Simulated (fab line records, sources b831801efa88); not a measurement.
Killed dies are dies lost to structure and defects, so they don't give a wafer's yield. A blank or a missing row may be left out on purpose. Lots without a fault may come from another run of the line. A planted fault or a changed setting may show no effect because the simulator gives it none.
Which tool did it? | flow gf180mcu | 6 lots, 18 wafers sampled, at 3 steps of a route of 602

WHAT THE GAUGES READ, wafer by wafer
GF_M4_RS_MEAS_05: measures by four-point-probe.
lot  | measured     | on            | M4_ALCU_RS (ohm/sq)
L417 | day 22 19:44 | film_metro-03 | 0.0697 0.0706 0.0702
L423 | day 25 03:20 | film_metro-02 | 0.0709 0.0719 0.0715
L425 | day 25 18:53 | film_metro-02 | 0.0711 0.0719 0.0708
L430 | day 27 21:50 | film_metro-03 | 0.0710 0.0707 0.0706
L434 | day 28 10:08 | film_metro-03 | 0.0706 0.0708 0.0708
L438 | day 29 21:39 | film_metro-03 | 0.0711 0.0713 0.0712

WHICH TOOL RAN EACH LOT (tool, then ch and the chambers of the sampled wafers, then the start)
lot  | GF_V3_SPUTTER_21             | GF_M4_SPUTTER_01
L417 | pvd_sputter-02, day 22 18:48 | pvd_sputter-04, day 22 19:35
L423 | pvd_sputter-02, day 25 02:25 | pvd_sputter-01, day 25 03:13
L425 | pvd_sputter-02, day 25 17:58 | pvd_sputter-03, day 25 18:46
L430 | pvd_sputter-04, day 27 20:55 | pvd_sputter-01, day 27 21:43
L434 | pvd_sputter-01, day 28 09:11 | pvd_sputter-04, day 28 09:59
L438 | pvd_sputter-01, day 29 20:43 | pvd_sputter-04, day 29 21:31
- GF_V3_SPUTTER_21: material Ti, target thk 15 nm, time 80.02 s.
- GF_M4_SPUTTER_01: material TiN, target thk 30 nm, time 25 s.

THE ANSWER, worked out from the rows above alone
Rule: what is usual is taken from the lots themselves. Put in order of their means at a reading, lots are off if they are a third of the lots or fewer, leave a main group of 4 or more, and stand apart from it by a gap of 3 or more times the standard deviation of the main group's means; of several such gaps the widest counts. A main group whose means are all the same, to the digits that the tables above print for the reading, isn't used. A lot without any number at a reading at which 4 lots or more have one is off too. The other lots that the step has rows for count as sound.
No lot is off at any reading shown: from this, nothing can be told.

WHAT THE SIMULATOR HAD PUT IN
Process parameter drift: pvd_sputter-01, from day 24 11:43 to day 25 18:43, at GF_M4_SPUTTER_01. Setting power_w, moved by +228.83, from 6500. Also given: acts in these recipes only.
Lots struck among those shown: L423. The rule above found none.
